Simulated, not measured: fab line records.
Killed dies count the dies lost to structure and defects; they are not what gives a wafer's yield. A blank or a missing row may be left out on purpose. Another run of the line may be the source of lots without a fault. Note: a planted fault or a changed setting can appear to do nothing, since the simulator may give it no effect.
A lot that was struck, set against a sound lot	flow sky130	15 steps out of a route of 708
Sound: wafers L879.2, L879.3, L879.6. Struck: wafer L882.1 (L882.4, L882.5, from the same lot, were not struck and are left out); the cause is given at the end.
Order at every step that has rows: each side's tool, ch and its chambers, its first start. Under that, the readings that differ: sound wafers	struck wafers	difference of the means	sigmas: that difference in standard deviations of wafers without a fault.
alike: readings whose means differ by less than 2 such deviations, and words and numbers that are the same on both sides. not compared: withheld readings, readings that some wafer has no value for, bounds like >300 that may hide the same value, and numbers for which the record gives no deviation and whose values overlap.
The two part at a step that has a row with sigmas, a row that says differs or no value, or rows on one side only. When numbers do not overlap yet have no deviation, they are printed without sigmas and do not part them. Lack of a reading on every wafer of one side parts them only where that side has two or more wafers.

first, 8 steps without rows for these wafers: SKY_VIA1_DEHYDRATE_04 (time 60 s); SKY_VIA1_HMDS_05 (prime time 60 s); SKY_VIA1_COAT_06 (resist thk 60 nm); SKY_VIA1_COAT_07 (resist thk 450 nm); SKY_VIA1_SOFTBAKE_08 (time 87.2 s); SKY_VIA1_EXPOSE_09 (exposes mask VIM, target cd 150 nm); SKY_VIA1_PEB_10; SKY_VIA1_DEVELOP_11 (develop time 60 s).
SKY_VIA1_CD_MEAS_12: the cd target is 150 nm.
  struck on cdSem-01, day 36 08:27; sound on cdSem-02, day 34 23:58
  alike: cdNm
SKY_VIA1_OVL_MEAS_13:
  struck on overlay-01, day 36 08:34; sound on overlay-01, day 35 00:05
reading	sound	struck	difference	sigmas
VIA1_OVL (nm)	8 -3 13	-11	-17	-3
SKY_VIA1_ETCH_14: etches BARC in N2/H2, stops on SiO2, time 45.9 s, target depth 60 nm.
  sound on rieDiel-02 ch 0,2,3, day 35 00:07; struck on rieDiel-04 ch 3, day 36 08:37
reading	sound	struck	difference	sigmas
drypumpMotorCurrentA (A)	5.9 5.2 5.5	6.4	+0.9	+2
  alike: oesProductAu, throttleValvePct
  not compared: rfHoursCounterH
SKY_VIA1_ETCH_15: etches SiO2 in C4F8/O2/Ar, stops on TiN, target depth 351 nm, time 54 s.
  sound on rieDiel-02 ch 0,2,3, day 35 00:09; struck on rieDiel-04 ch 3, day 36 08:39
  alike: oesProductAu
  not compared: rfHoursCounterH
SKY_VIA1_STRIP_16: strips in O2/N2.
  sound on plasmaAsher-02 ch 0,1, day 35 00:11; struck on plasmaAsher-02 ch 0, day 36 08:42
reading	sound	struck	difference	sigmas
o2FlowSccm (sccm)	3006 2999 2999	3604	+603	+77
  alike: drypumpMotorCurrentA, oesProductAu, stripTimeToEndpointS
  not compared: rfHoursCounterH
then, 1 step without rows for these wafers: SKY_VIA1_STRIP_17 (strips in post etch residue remover, time 1200 s).
-- the record jumps here: 11 days lie between the struck wafers' starts before and after (it left off in module VIA1 and takes up again in module PAD_OPEN, whose first step shown is number 708 of the route) --
SKY_PAD_OPEN_PROBE_99:
  struck on prober-01, day 47 17:21; sound on prober-02, day 46 11:16
reading	sound	struck	difference	sigmas
defectLimitedYield (%)	83.1 81.7 78.7	76.6	-4.6	-2
killed_at_M0_to_M3	41 36 40	58	+19	+3
killedDies	83 90 105	115	+22	+2
killedShort	37 41 56	69	+24	+3
sort_bin_6_memory (%)	6.3 5.7 7.3	9.3	+2.9	+2
sortNPass	409 402 387	377	-22	-2
sortYieldPct (%)	83.1 81.7 78.7	76.6	-4.6	-2
  alike: killed_at_M4_up, killedAtContacts, killedAtFrontEnd, killedAtOther, killedOpen, sort_bin_3_pad_short, sort_bin_5_function

== WHERE THEY PART ==
First at SKY_VIA1_OVL_MEAS_13; last, within this record, at SKY_PAD_OPEN_PROBE_99.

WHY: whatever the simulator had introduced
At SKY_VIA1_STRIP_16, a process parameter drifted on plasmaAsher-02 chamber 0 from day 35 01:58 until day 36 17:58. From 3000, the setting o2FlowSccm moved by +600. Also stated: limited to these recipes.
